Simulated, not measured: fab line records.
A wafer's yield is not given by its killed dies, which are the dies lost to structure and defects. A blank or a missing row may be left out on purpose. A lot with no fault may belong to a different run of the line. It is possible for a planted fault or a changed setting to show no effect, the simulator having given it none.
Which of the tools did it?	flow sky130	18 wafers from 6 lots sampled at 4 of the route's 708 steps

== WHAT THE GAUGES READ, wafer by wafer ==
SKY_PASSIVATION_THK_MEAS_01.
lot	measured	on	PASSIVATION_CVD_00_THK (nm)
L534	day 43 14:59	film_metro-01	89.6 89.2 89.6
L537	day 44 09:52	film_metro-02	88.6 88.9 89.7
L540	day 45 13:31	film_metro-04	88.9 89.0 90.1
L545	day 46 20:02	film_metro-01	88.4 89.4 90.0
L550	day 48 01:28	film_metro-02	89.3 89.7 88.1
L554	day 48 18:30	film_metro-04	88.1 86.9 90.7

== WHICH TOOL RAN EACH LOT (tool, then ch and the chambers of the sampled wafers, then the start) ==
lot	SKY_METAL3_CLEAN_21	SKY_METAL5_SPUTTER_02	SKY_METAL5_SPUTTER_04
L534	wet_bench-01 ch 1, day 38 07:25	pvd_sputter-04, day 42 15:21	pvd_sputter-04, day 42 15:25
L537	wet_bench-01 ch 3, day 39 04:31	pvd_sputter-02, day 43 11:28	pvd_sputter-02, day 43 11:32
L540	wet_bench-03 ch 0, day 40 14:57	pvd_sputter-04, day 44 16:35	pvd_sputter-04, day 44 16:40
L545	wet_bench-01 ch 3, day 42 01:10	pvd_sputter-04, day 45 22:39	pvd_sputter-04, day 45 22:43
L550	wet_bench-01 ch 0, day 43 11:01	pvd_sputter-04, day 47 05:14	pvd_sputter-04, day 47 05:19
L554	wet_bench-02 ch 3, day 44 07:03	pvd_sputter-04, day 47 23:11	pvd_sputter-04, day 47 23:15
- SKY_METAL3_CLEAN_21: cleans in IPA, time 180 s.
- SKY_METAL5_SPUTTER_02: material AlCu, target thk 1150 nm, time 61.2 s.
- SKY_METAL5_SPUTTER_04: material TiN, target thk 70 nm, time 58.3 s.

== THE ANSWER, worked out from the rows above alone ==
Rule: the lots themselves supply what counts as usual. Put in order of their means at a reading, lots are off if they are a third of the lots or fewer, leave a main group of 4 or more, and stand apart from it by a gap of 3 or more times the standard deviation of the main group's means; of several such gaps the widest counts. Not used: any main group whose means are identical at the precision the tables above print for the reading. A lot without any number at a reading at which 4 lots or more have one is off too. Any other lot the step has rows for is counted as sound.
No lot is off on any of the readings shown, so nothing can be concluded from this.

== WHAT THE SIMULATOR PUT IN ==
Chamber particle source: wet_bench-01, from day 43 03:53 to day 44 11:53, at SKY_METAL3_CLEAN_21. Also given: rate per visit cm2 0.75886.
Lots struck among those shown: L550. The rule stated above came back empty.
